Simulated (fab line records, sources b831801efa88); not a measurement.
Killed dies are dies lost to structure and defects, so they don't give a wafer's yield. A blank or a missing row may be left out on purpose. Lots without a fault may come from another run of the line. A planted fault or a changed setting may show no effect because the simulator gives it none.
A struck lot beside a sound one | flow sky130 | 24 steps out of a route of 708
Sound: wafers L798.2, L798.4, L798.5. Struck: wafers L807.1, L807.4, L807.5. The cause comes at the end.
At each step with rows: each side's tool, then ch and its chambers, then its first start. Under that, the readings that differ: sound wafers | struck wafers | difference of the means | sigmas: that difference in standard deviations of wafers without a fault.
alike: readings whose means differ by less than 2 such deviations, and words and numbers that are the same on both sides. not compared: withheld readings, readings that some wafer has no value for, bounds like >300 that may hide the same value, and numbers for which the record gives no deviation and whose values overlap.
The two part at a step that has a row with sigmas, a row that says differs or no value, or rows on one side only. Numbers that don't overlap but have no deviation are shown without sigmas and don't part them. A reading that every wafer of one side lacks parts them only if that side has two wafers or more.

first, 8 steps without rows for these wafers: SKY_RES_XHIGH_DEHYDRATE_00 (time 60 s); SKY_RES_XHIGH_HMDS_01 (prime time 60 s); SKY_RES_XHIGH_COAT_02 (resist thk 1140 nm); SKY_RES_XHIGH_SOFTBAKE_03 (time 60 s); SKY_RES_XHIGH_EXPOSE_04 (exposes mask URPM, target cd 1270 nm); SKY_RES_XHIGH_PEB_05; SKY_RES_XHIGH_DEVELOP_06 (develop time 60 s); SKY_RES_XHIGH_IMPLANT_07.
SKY_RES_XHIGH_STRIP_08: strips in O2/N2.
  sound on plasma_asher-01 ch 0,1, day 29 14:02; struck on plasma_asher-03 ch 0,1, day 32 16:50
  reading                     | sound          | struck         | difference | sigmas
  drypump_motor_current_A (A) | 5.28 5.28 5.48 | 6.22 6.22 5.81 | +0.74      | +3
  alike: oes_product_au, strip_time_to_endpoint_s
  not compared: rf_hours_counter_h
SKY_RES_XHIGH_TW_MEAS_09:
  sound on film_metro-02, day 29 14:09; struck on film_metro-01, day 32 16:56
  alike: RES_XHIGH_TW
then, 2 steps without rows for these wafers: SKY_SD_N_DEHYDRATE_00 (time 60 s); SKY_SD_N_HMDS_01 (prime time 60 s).
SKY_SD_N_COAT_02: resist thk 1140 nm.
  sound on litho_track-03 ch 0, day 30 04:04; struck on litho_track-01 ch 0, day 33 06:19
  reading                                   | sound          | struck          | difference | sigmas
  model.NOVOLAK_of_SD_N_COAT_02.thk_nm (nm) | 1139 1137 1140 | 795.2 795.5 795 | -343.4     |
then, 3 steps without rows for these wafers: SKY_SD_N_SOFTBAKE_03 (time 60 s); SKY_SD_N_EXPOSE_04 (exposes mask NSDM, target cd 380 nm); SKY_SD_N_PEB_05.
SKY_SD_N_DEVELOP_06: develop time 60 s.
  sound on litho_track-01 ch 0, day 30 17:29; struck on litho_track-02 ch 0, day 33 19:50
  reading                                   | sound             | struck            | difference | sigmas
  model.NOVOLAK_of_SD_N_COAT_02.thk_nm (nm) | 1138 1137 1139    | 794.7 795 794.6   | -343.2     |
  model.SD_N.cd_nm (nm)                     | 380.8 380.2 380.6 | 425.7 423.5 426.2 | +44.6      |
SKY_SD_N_CD_MEAS_07: target cd 380 nm.
  sound on cd_sem-02, day 30 17:38; struck on cd_sem-01, day 33 19:59
  reading    | sound             | struck            | difference | sigmas
  cd_nm (nm) | 381.3 380.2 380.9 | 425.8 423.9 426.2 | +44.5      | +16
SKY_SD_N_OVL_MEAS_08:
  sound on overlay-02, day 30 17:44; struck on overlay-02, day 33 20:07
  alike: SD_N_OVL
then, 2 steps without rows for these wafers: SKY_SD_N_IMPLANT_09; SKY_SD_N_IMPLANT_10.
SKY_SD_N_STRIP_11: strips in O2/N2.
  sound on plasma_asher-02 ch 1, day 30 18:04; struck on plasma_asher-01 ch 0,1, day 33 20:27
  reading                      | sound             | struck            | difference | sigmas
  oes_product_au (a.u.)        | 0.527 0.525 0.527 | 0.494 0.491 0.491 | -0.034     | -8
  strip_time_to_endpoint_s (s) | 22.53 22.52 22.55 | 18.64 18.63 18.65 | -3.89      | -93
  alike: drypump_motor_current_A
  not compared: rf_hours_counter_h
SKY_SD_N_TW_MEAS_12:
  sound on film_metro-03, day 30 18:10; struck on film_metro-01, day 33 20:33
  alike: SD_N_TW
-- the record jumps here: 16 days lie between the struck wafers' starts before and after (it left off in module SD_N and takes up again in module PAD_OPEN, whose first step shown is number 708 of the route) --
SKY_PAD_OPEN_PROBE_99:
  sound on prober-02, day 47 20:31; struck on prober-01, day 50 00:37
  reading     | sound    | struck   | difference | sigmas
  killed_open | 58 53 51 | 32 47 40 | -14        | -2
  alike: killed_at_M0_to_M3, killed_at_M4_up, killed_at_contacts, killed_at_front_end, killed_at_other, killed_dies, killed_short

WHERE THEY PART
First at SKY_RES_XHIGH_STRIP_08; last, within this record, at SKY_PAD_OPEN_PROBE_99.

WHY: what the simulator had put in
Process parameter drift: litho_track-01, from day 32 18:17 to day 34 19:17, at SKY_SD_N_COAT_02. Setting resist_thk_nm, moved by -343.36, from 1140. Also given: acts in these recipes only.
